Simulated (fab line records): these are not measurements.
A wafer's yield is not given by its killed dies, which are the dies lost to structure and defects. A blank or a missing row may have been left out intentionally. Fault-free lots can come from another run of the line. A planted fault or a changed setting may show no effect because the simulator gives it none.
fab line records	flow gf180mcu
record lots=5	wafers=15	lastDay=34
route steps=602 shown M1@320 V1@335
lots untouched by any fault: they come from a run of this same line in which no faults occurred
startH: hours from the record's first day to the start of the lot's first wafer shown	waitH: how many hours have passed since the lot's step before this one	" repeats the value in the row above	L1.1+2: one row covering several wafers at once	- no value, or no start was given	* or withheld: withheld	< > ~ a bound
route shown NAME@n: NAME is a module with steps in the file, n the number in the route of the first one	usual: mean/standard deviation taken from wafers without a fault	same: alike in all rows	chamber/n: place in a boat	sites: the reading at each site	_std_site: their standard deviation	_edge_site: outer sites' mean less inner sites'	radiusMm: how far each site lies from the wafer's centre	mask NAME#n: copy n	behind: the tool/chamber that last shaped the wafer	hold: what put the lot on hold/how long, in hours/how the hold closed	device: which transistor (n, p or np) failed to switch	end of line: the same wafers' tests at the end of the route	a step without rows: its recipe alone	killed: at the first sort, the dies lost to defects and structure; wafer yield is something else	map: a wafer's dies, marking killed ones x, the rest . and places with no die _
set.NAME: setting as actually run; set.NAME@STEP: the setting as run at that earlier step	model.NAME: the simulator's own value behind a step, which no gauge read
lots seen at some steps along the route; tables by step, rows by wafer
services: from which hour (startH, from the record's first day; less than 0 if before it) a tool's chamber was out of use, for how many hours, and why
## steps
# step GF_M1_RS_MEAS_05
# recipe thkMeasGauge=four-point-probe	reads=TiN_of_M1_SPUTTER_04+Ti_of_M1_SPUTTER_03+AlCu_of_M1_SPUTTER_02+TiN_of_M1_SPUTTER_01+Ti_of_M1_SPUTTER_00
# usual M1_ALCU_RS=0.0691/0.00074
lot.wafer	tool	chamber	startH	waitH	M1_ALCU_RS[ohm/sq]
L074.2	filmMetro-04	-	372.92	0.0	0.0694
L074.4	"	-	"	"	0.0689
L074.6	"	-	"	"	0.0692
L079.2	filmMetro-02	-	413.69	0.0	0.0690
L079.5	"	-	"	"	0.0702
L079.6	"	-	"	"	0.0697
L080.1	filmMetro-02	-	416.14	0.0	0.0686
L080.2	"	-	"	"	0.0686
L080.6	"	-	"	"	0.0689
L081.3	filmMetro-04	-	427.90	0.1	0.0678
L081.4	"	-	"	"	0.0692
L081.5	"	-	"	"	0.0678
L096.1	filmMetro-02	-	554.30	0.0	0.0698
L096.4	"	-	"	"	0.0694
L096.6	"	-	"	"	0.0686
# step GF_M1_THK_MEAS_06
# recipe thkMeasGauge=xrf	reads=AlCu_of_M1_SPUTTER_02
# usual M1_ALCU_THK=445/5.3
lot.wafer	tool	chamber	startH	waitH	M1_ALCU_THK[nm]
L074.2	filmMetro-04	-	373.03	0.1	443
L074.4	"	-	"	"	448
L074.6	"	-	"	"	445
L079.2	filmMetro-02	-	413.80	0.1	445
L079.5	"	-	"	"	436
L079.6	"	-	"	"	441
L080.1	filmMetro-02	-	416.26	0.1	447
L080.2	"	-	"	"	447
L080.6	"	-	"	"	448
L081.3	filmMetro-04	-	428.00	0.1	458
L081.4	"	-	"	"	447
L081.5	"	-	"	"	458
L096.1	filmMetro-02	-	554.42	0.1	438
L096.4	"	-	"	"	440
L096.6	"	-	"	"	448
# step GF_M1_DEHYDRATE_07
# recipe tempC=200	timeS=60
# usual heaterPowerTotalW=160.38/0.13
lot.wafer	tool	chamber	startH	waitH	heaterPowerTotalW
L074.2	lithoTrack-02	0	383.76	10.7	160.29
L074.4	"	0	"	"	160.55
L074.6	"	0	"	"	160.54
L079.2	lithoTrack-03	0	425.32	11.5	160.29
L079.5	"	0	"	"	160.55
L079.6	"	0	"	"	160.30
L080.1	lithoTrack-01	0	427.15	10.9	160.21
L080.2	"	0	"	"	160.60
L080.6	"	0	"	"	160.56
L081.3	lithoTrack-02	0	439.59	11.6	160.54
L081.4	"	0	"	"	160.38
L081.5	"	0	"	"	160.37
L096.1	lithoTrack-02	0	565.43	11.0	160.49
L096.4	"	0	"	"	160.52
L096.6	"	0	"	"	160.28
# step GF_M1_HMDS_08
# recipe primeTimeS=60	primeTempC=120
# same primeTimeS=60
lot.wafer	tool	chamber	startH	waitH
L074.2+4+6	lithoTrack-02	0	383.91	0.1
L079.2+5+6	lithoTrack-03	0	425.47	0.1
L080.1+2+6	lithoTrack-01	0	427.30	0.1
L081.3+4+5	lithoTrack-02	0	439.74	0.1
L096.1+4+6	lithoTrack-02	0	565.58	0.1
# step GF_M1_COAT_09
# recipe resist=KrF	spinRpm=withheld	resistThkNm=1000
lot.wafer	tool	chamber	startH	waitH
L074.2+4+6	lithoTrack-02	0	384.06	0.1
L079.2+5+6	lithoTrack-03	0	425.62	0.1
L080.1+2+6	lithoTrack-01	0	427.45	0.1
L081.3+4+5	lithoTrack-02	0	439.89	0.1
L096.1+4+6	lithoTrack-02	0	565.73	0.1
# step GF_M1_SOFTBAKE_10
# recipe tempC=130	timeS=60	resist=KrF
# usual heaterPowerTotalW=93.05/0.061
lot.wafer	tool	chamber	startH	waitH	heaterPowerTotalW
L074.2	lithoTrack-02	0	384.21	0.1	93.02
L074.4	"	0	"	"	93.07
L074.6	"	0	"	"	93.09
L079.2	lithoTrack-03	0	425.77	0.1	93.01
L079.5	"	0	"	"	93.04
L079.6	"	0	"	"	92.97
L080.1	lithoTrack-01	0	427.60	0.1	93.03
L080.2	"	0	"	"	93.05
L080.6	"	0	"	"	93.03
L081.3	lithoTrack-02	0	440.04	0.1	93.09
L081.4	"	0	"	"	93.09
L081.5	"	0	"	"	93.04
L096.1	lithoTrack-02	0	565.88	0.1	93.06
L096.4	"	0	"	"	93.07
L096.6	"	0	"	"	93.13
# step GF_M1_EXPOSE_11
# recipe maskId=Metal1	targetCdNm=230	na=0.68	sourceShape=conventional	sigmaOuter=0.6	doseMj=28
# usual stageVelMmS=499.99/0.25
# same na=0.68
lot.wafer	tool	chamber	startH	waitH	mask	stageVelMmS
L074.2	krfScanner-01	0	-	-	Metal1#0	499.75
L074.4	"	0	"	"	Metal1#0	499.65
L074.6	"	0	"	"	Metal1#0	499.76
L079.2	krfScanner-02	0	-	-	Metal1#0	499.66
L079.5	"	0	"	"	Metal1#0	500.47
L079.6	"	0	"	"	Metal1#0	500.06
L080.1	krfScanner-02	0	-	-	Metal1#0	499.99
L080.2	"	0	"	"	Metal1#0	500.06
L080.6	"	0	"	"	Metal1#0	500.01
L081.3	krfScanner-01	0	-	-	Metal1#0	500.24
L081.4	"	0	"	"	Metal1#0	500.30
L081.5	"	0	"	"	Metal1#0	500.26
L096.1	krfScanner-01	0	-	-	Metal1#0	500.37
L096.4	"	0	"	"	Metal1#0	500.34
L096.6	"	0	"	"	Metal1#0	500.43
# step GF_M1_PEB_12
# recipe pebTempC=135	pebTimeS=90	resist=KrF
# usual heaterPowerTotalW=85.70/0.093
lot.wafer	tool	chamber	startH	waitH	heaterPowerTotalW
L074.2	lithoTrack-01	0	-	-	85.77
L074.4	"	0	"	"	85.67
L074.6	"	0	"	"	85.58
L079.2	lithoTrack-02	0	-	-	85.85
L079.5	"	0	"	"	85.64
L079.6	"	0	"	"	85.81
L080.1	lithoTrack-01	0	-	-	85.90
L080.2	"	0	"	"	85.67
L080.6	"	0	"	"	85.60
L081.3	lithoTrack-02	0	-	-	85.59
L081.4	"	0	"	"	85.61
L081.5	"	0	"	"	85.63
L096.1	lithoTrack-01	0	-	-	85.80
L096.4	"	0	"	"	85.54
L096.6	"	0	"	"	85.75
# step GF_M1_DEVELOP_13
# recipe developTimeS=60	devTempC=21
lot.wafer	tool	chamber	startH	waitH
L074.2+4+6	lithoTrack-01	0	395.13	0.2
L079.2+5+6	lithoTrack-02	0	438.16	0.2
L080.1+2+6	lithoTrack-01	0	439.50	0.2
L081.3+4+5	lithoTrack-02	0	452.29	0.1
L096.1+4+6	lithoTrack-01	0	576.20	0.2
# step GF_M1_CD_MEAS_14
# recipe targetCdNm=230
# usual cdNm=230.0/1.5
lot.wafer	tool	chamber	startH	waitH	cdNm
L074.2	cdSem-02	-	395.27	0.1	229.6
L074.4	"	-	"	"	229.2
L074.6	"	-	"	"	229.6
L079.2	cdSem-01	-	438.31	0.1	228.2
L079.5	"	-	"	"	228.3
L079.6	"	-	"	"	228.8
L080.1	cdSem-02	-	439.65	0.1	232.5
L080.2	"	-	"	"	232.4
L080.6	"	-	"	"	231.8
L081.3	cdSem-01	-	452.43	0.1	230.5
L081.4	"	-	"	"	230.8
L081.5	"	-	"	"	230.7
L096.1	cdSem-01	-	576.47	0.2	228.2
L096.4	"	-	"	"	229.2
L096.6	"	-	"	"	230.2
# step GF_M1_OVL_MEAS_15
# usual M1_OVL=0/4.7
lot.wafer	tool	chamber	startH	waitH	M1_OVL[nm]
L074.2	overlay-01	-	395.38	0.1	0
L074.4	"	-	"	"	1
L074.6	"	-	"	"	2
L079.2	overlay-01	-	438.41	0.1	-7
L079.5	"	-	"	"	5
L079.6	"	-	"	"	-1
L080.1	overlay-01	-	439.77	0.1	-2
L080.2	"	-	"	"	-4
L080.6	"	-	"	"	-3
L081.3	overlay-02	-	452.52	0.1	-13
L081.4	"	-	"	"	5
L081.5	"	-	"	"	-5
L096.1	overlay-01	-	576.59	0.1	-2
L096.4	"	-	"	"	2
L096.6	"	-	"	"	-4
# step GF_M1_METAL_ETCH_16
# recipe chemistry=Cl2/BCl3	maskMaterial=KrF	targetDepthNm=750.8	stopOn=SiO2	pressureMtorr=8	icpW=800	biasW=140	Cl2_flow_sccm=80	bcl3FlowSccm=40	timeS=125.1
# usual drypumpMotorCurrentA=5.8/0.36	heBacksideLeakSccm=3.4/0.33	oesProductAu=0.992/0.0068	throttleValvePct=28.227/0.01
lot.wafer	tool	chamber	startH	waitH	drypumpMotorCurrentA	heBacksideLeakSccm	oesProductAu	rfHoursCounterH	throttleValvePct
L074.2	rieMetal-04	0	395.41	0.0	5.9	3.3	0.992	9	28.202
L074.4	"	0	"	"	5.9	3.3	0.999	-	28.221
L074.6	"	1	"	"	5.4	3.6	0.984	-	28.225
L079.2	rieMetal-04	1	438.44	0.0	5.4	3.5	0.973	12	28.232
L079.5	"	0	"	"	5.9	3.3	1.001	-	28.214
L079.6	"	1	"	"	5.4	3.5	0.987	-	28.236
L080.1	rieMetal-02	1	439.81	0.0	5.6	3.2	0.997	5	28.219
L080.2	"	0	"	"	6.1	3.5	0.988	12	28.231
L080.6	"	0	"	"	6.1	3.4	0.986	-	28.232
L081.3	rieMetal-02	1	452.63	0.1	5.6	3.0	0.993	-	28.207
L081.4	"	1	"	"	5.6	3.3	0.997	-	28.226
L081.5	"	1	"	"	5.6	3.3	1.000	-	28.215
L096.1	rieMetal-02	1	576.63	0.0	5.6	3.3	0.992	8	28.224
L096.4	"	1	"	"	5.6	3.3	0.992	-	28.214
L096.6	"	0	"	"	6.0	3.5	0.982	-	28.244
# step GF_M1_STRIP_17
# recipe chemistry=O2/N2	powerW=1400	pressureMtorr=1500	platenTempC=250	o2FlowSccm=3000	n2FlowSccm=300	overashFraction=0.5
# usual drypumpMotorCurrentA=5.9/0.37	heaterPowerW=352/34	o2FlowSccm=3001/9.1	oesProductAu=0.537/0.005	platenTempC=250.00/0.18	stripTimeToEndpointS=7.37/0.064
lot.wafer	tool	chamber	startH	waitH	drypumpMotorCurrentA	heaterPowerW	o2FlowSccm	oesProductAu	platenTempC	rfHoursCounterH	stripTimeToEndpointS
L074.2	plasmaAsher-02	0	395.54	0.1	5.8	404	3002	0.538	249.76	77	7.35
L074.4	"	0	"	"	5.9	410	3003	0.534	249.70	-	7.32
L074.6	"	0	"	"	5.9	399	2996	0.537	249.80	-	7.40
L079.2	plasmaAsher-02	0	438.57	0.1	5.8	383	3002	0.535	250.13	1	7.45
L079.5	"	1	"	"	5.7	335	3005	0.540	250.04	-	7.33
L079.6	"	0	"	"	5.9	401	3004	0.541	250.23	-	7.43
L080.1	plasmaAsher-04	0	439.94	0.1	6.2	392	2986	0.535	250.01	64	7.33
L080.2	"	1	"	"	5.5	293	3005	0.538	249.76	64	7.42
L080.6	"	0	"	"	6.3	403	3000	0.541	249.93	-	7.40
L081.3	plasmaAsher-01	0	452.83	0.2	6.4	370	2992	0.534	250.14	-	7.34
L081.4	"	1	"	"	5.6	328	3002	0.533	250.01	-	7.40
L081.5	"	0	"	"	6.4	380	2995	0.541	249.86	-	7.36
L096.1	plasmaAsher-02	1	576.76	0.1	5.8	336	2995	0.533	249.95	12	7.29
L096.4	"	0	"	"	5.9	397	3001	0.534	250.09	-	7.30
L096.6	"	1	"	"	5.8	329	3002	0.543	250.11	-	7.47
# step GF_M1_STRIP_18
# recipe chemistry=postEtchResidueRemover	timeS=1200	tempC=72.5
# usual tempC=72.50/0.13
lot.wafer	tool	chamber	startH	waitH	tempC
L074.2	wetBench-02	0	395.64	0.1	72.52
L074.4	"	0	"	"	72.57
L074.6	"	0	"	"	72.70
L079.2	wetBench-03	3	438.67	0.1	72.54
L079.5	"	3	"	"	72.56
L079.6	"	3	"	"	72.38
L080.1	wetBench-03	1	440.04	0.1	72.56
L080.2	"	1	"	"	72.41
L080.6	"	1	"	"	72.44
L081.3	wetBench-04	0	452.90	0.0	72.53
L081.4	"	0	"	"	72.43
L081.5	"	0	"	"	72.51
L096.1	wetBench-04	3	576.86	0.1	72.48
L096.4	"	3	"	"	72.41
L096.6	"	3	"	"	72.45
# step GF_M1_CLEAN_19
# recipe chemistry=DIW	dry=n2Spin
lot.wafer	tool	chamber	startH	waitH
L074.2+4+6	wetBench-03	3	395.98	0.0
L079.2+5+6	wetBench-02	0	439.04	0.0
L080.1+2+6	wetBench-03	0	440.41	0.0
L081.3+4+5	wetBench-04	3	453.24	0.0
L096.1+4+6	wetBench-03	3	577.20	0.0
# step GF_V1_CVD_00
# recipe material=SiO2	targetThkNm=600	sigmaOpenFrac=0.3	tempC=400	timeS=100	sih4FlowSccm=60	pressureMtorr=6
# usual pressureMtorr=5.999/0.012
lot.wafer	tool	chamber	startH	waitH	pressureMtorr
L074.2	hdpcvd-01	1	396.08	0.0	5.988
L074.4	"	2	"	"	5.983
L074.6	"	0	"	"	6.008
L079.2	hdpcvd-01	0	439.14	0.0	6.003
L079.5	"	0	"	"	6.022
L079.6	"	2	"	"	5.983
L080.1	hdpcvd-01	2	440.51	0.0	5.975
L080.2	"	0	"	"	6.012
L080.6	"	2	"	"	5.981
L081.3	hdpcvd-02	2	453.33	0.0	5.972
L081.4	"	0	"	"	6.013
L081.5	"	2	"	"	5.992
L096.1	hdpcvd-02	0	577.29	0.0	6.007
L096.4	"	2	"	"	6.010
L096.6	"	1	"	"	6.007
# step GF_V1_THK_MEAS_01
# recipe reads=SiO2_of_V1_CVD_00
# usual V1_CVD_00_THK=599/8.2
lot.wafer	tool	chamber	startH	waitH	V1_CVD_00_THK[nm]
L074.2	filmMetro-01	-	396.16	0.0	600
L074.4	"	-	"	"	607
L074.6	"	-	"	"	605
L079.2	filmMetro-03	-	439.26	0.1	590
L079.5	"	-	"	"	592
L079.6	"	-	"	"	610
L080.1	filmMetro-02	-	440.62	0.1	607
L080.2	"	-	"	"	598
L080.6	"	-	"	"	598
L081.3	filmMetro-01	-	453.43	0.1	592
L081.4	"	-	"	"	610
L081.5	"	-	"	"	599
L096.1	filmMetro-03	-	577.36	0.0	610
L096.4	"	-	"	"	595
L096.6	"	-	"	"	607
# step GF_V1_CVD_02
# recipe material=SiO2	targetThkNm=850	precursor=TEOS	tempC=400	timeS=94.851	rfW=600
# usual heaterPowerW=654/93
lot.wafer	tool	chamber	startH	waitH	heaterPowerW	sinceWetCleanH
L074.2	pecvd-01	2	396.21	0.0	678	638
L074.4	"	0	"	"	670	-
L074.6	"	1	"	"	704	-
L079.2	pecvd-04	2	439.31	0.0	565	265
L079.5	"	0	"	"	555	-
L079.6	"	2	"	"	603	-
L080.1	pecvd-02	1	440.68	0.1	601	58
L080.2	"	2	"	"	709	58
L080.6	"	1	"	"	668	-
L081.3	pecvd-04	1	453.47	0.0	759	279
L081.4	"	2	"	"	495	-
L081.5	"	1	"	"	788	-
L096.1	pecvd-01	1	577.42	0.1	856	819
L096.4	"	2	"	"	745	-
L096.6	"	0	"	"	733	-
# step GF_V1_THK_MEAS_03
# recipe reads=SiO2_of_V1_CVD_02
# usual V1_CVD_02_THK=854/16
lot.wafer	tool	chamber	startH	waitH	V1_CVD_02_THK[nm]
L074.2	filmMetro-03	-	396.29	0.0	839
L074.4	"	-	"	"	878
L074.6	"	-	"	"	863
L079.2	filmMetro-02	-	439.39	0.0	851
L079.5	"	-	"	"	834
L079.6	"	-	"	"	855
L080.1	filmMetro-01	-	440.75	0.0	870
L080.2	"	-	"	"	858
L080.6	"	-	"	"	875
L081.3	filmMetro-02	-	453.56	0.1	857
L081.4	"	-	"	"	860
L081.5	"	-	"	"	866
L096.1	filmMetro-01	-	577.49	0.0	851
L096.4	"	-	"	"	850
L096.6	"	-	"	"	859
# step GF_V1_CMP_04
# recipe material=SiO2	downForcePsi=4	platenRpm=60	padVelocityMS=0.94248
# usual motorCurrentA=12.2/1.1	retainingRingPressureFrac=1.000/0.0051	slurryFlowMlMin=149.9/0.41	timeToEndpointS=82/7.2
lot.wafer	tool	chamber	startH	waitH	motorCurrentA	retainingRingPressureFrac	slurryFlowMlMin	timeToEndpointS
L074.2	cmp-01	1	396.44	0.1	11.4	1.004	149.5	70
L074.4	"	2	"	"	11.2	0.996	150.3	84
L074.6	"	0	"	"	11.4	1.006	149.4	86
L079.2	cmp-01	1	439.59	0.2	11.2	1.000	150.5	73
L079.5	"	2	"	"	11.1	0.998	150.1	72
L079.6	"	3	"	"	11.4	0.990	149.8	81
L080.2	cmp-02	3	440.81	0.0	10.8	0.996	150.5	81
L080.1	"	1	"	"	14.5	1.004	150.2	93
L080.6	"	3	"	"	10.9	0.997	150.3	87
L081.4	cmp-02	2	453.64	0.1	12.0	1.000	149.5	89
L081.3	"	3	"	"	10.8	0.996	149.8	81
L081.5	"	1	"	"	14.2	1.001	150.2	85
L096.1	cmp-01	1	577.65	0.1	11.2	0.997	150.4	72
L096.4	"	2	"	"	11.9	1.001	150.1	74
L096.6	"	0	"	"	11.4	0.993	150.5	85
# step GF_V1_BOW_MEAS_05
# recipe mode=bow
# usual V1_BOW=81/7
lot.wafer	tool	chamber	startH	waitH	V1_BOW[um]
L074.2	filmMetro-01	-	396.66	0.2	80
L074.4	"	-	"	"	80
L074.6	"	-	"	"	75
L079.2	filmMetro-03	-	439.76	0.1	69
L079.5	"	-	"	"	87
L079.6	"	-	"	"	90
L080.1	filmMetro-01	-	441.11	0.1	91
L080.2	"	-	"	"	91
L080.6	"	-	"	"	87
L081.3	filmMetro-02	-	453.94	0.2	80
L081.4	"	-	"	"	77
L081.5	"	-	"	"	73
L096.1	filmMetro-01	-	577.85	0.1	84
L096.4	"	-	"	"	89
L096.6	"	-	"	"	79
# step GF_V1_DEHYDRATE_06
# recipe tempC=200	timeS=60
# usual heaterPowerTotalW=160.38/0.12
lot.wafer	tool	chamber	startH	waitH	heaterPowerTotalW
L074.2	lithoTrack-03	0	407.87	11.2	160.26
L074.4	"	0	"	"	160.37
L074.6	"	0	"	"	160.48
L079.2	lithoTrack-04	0	451.45	11.7	160.28
L079.5	"	0	"	"	160.35
L079.6	"	0	"	"	160.29
L080.1	lithoTrack-03	0	452.45	11.3	160.31
L080.2	"	0	"	"	160.26
L080.6	"	0	"	"	160.24
L081.3	lithoTrack-04	0	465.22	11.3	160.57
L081.4	"	0	"	"	160.44
L081.5	"	0	"	"	160.58
L096.1	lithoTrack-01	0	588.25	10.4	160.55
L096.4	"	0	"	"	160.28
L096.6	"	0	"	"	160.53
# step GF_V1_HMDS_07
# recipe primeTimeS=60	primeTempC=120
# same primeTimeS=60
lot.wafer	tool	chamber	startH	waitH
L074.2+4+6	lithoTrack-03	0	408.02	0.1
L079.2+5+6	lithoTrack-04	0	451.60	0.1
L080.1+2+6	lithoTrack-03	0	452.60	0.1
L081.3+4+5	lithoTrack-04	0	465.37	0.1
L096.1+4+6	lithoTrack-01	0	588.40	0.1
## services
tool	chamber	startH	hours	kind
hdpcvd-01	-	377.51	0.7	repair
cmp-01	-	396.90	5.1	repair
cmp-01	-	404.00	4.0	pm
hdpcvd-01	0	405.56	1.9	repair
wetBench-03	-	407.39	3.2	repair
plasmaAsher-02	-	421.25	9.0	pm
krfScanner-01	-	426.88	0.4	repair
wetBench-04	-	433.58	7.0	repair
hdpcvd-01	1	436.25	10.3	repair
krfScanner-01	-	437.21	0.9	repair
plasmaAsher-02	-	438.91	5.5	repair
krfScanner-01	-	449.46	0.8	pm
wetBench-03	-	460.88	4.4	pm
krfScanner-01	-	463.28	1.2	repair
hdpcvd-01	-	467.09	2.8	pm
krfScanner-01	-	475.89	1.3	pm
cmp-01	-	480.30	3.4	repair
plasmaAsher-02	-	486.42	23.9	repair
cmp-01	-	496.20	2.6	repair
krfScanner-01	-	498.96	3.6	pm
cmp-01	-	501.42	0.2	repair
krfScanner-01	-	502.52	1.0	pm
plasmaAsher-02	-	510.35	15.6	pm
wetBench-03	-	546.04	0.6	repair
## key
fault none
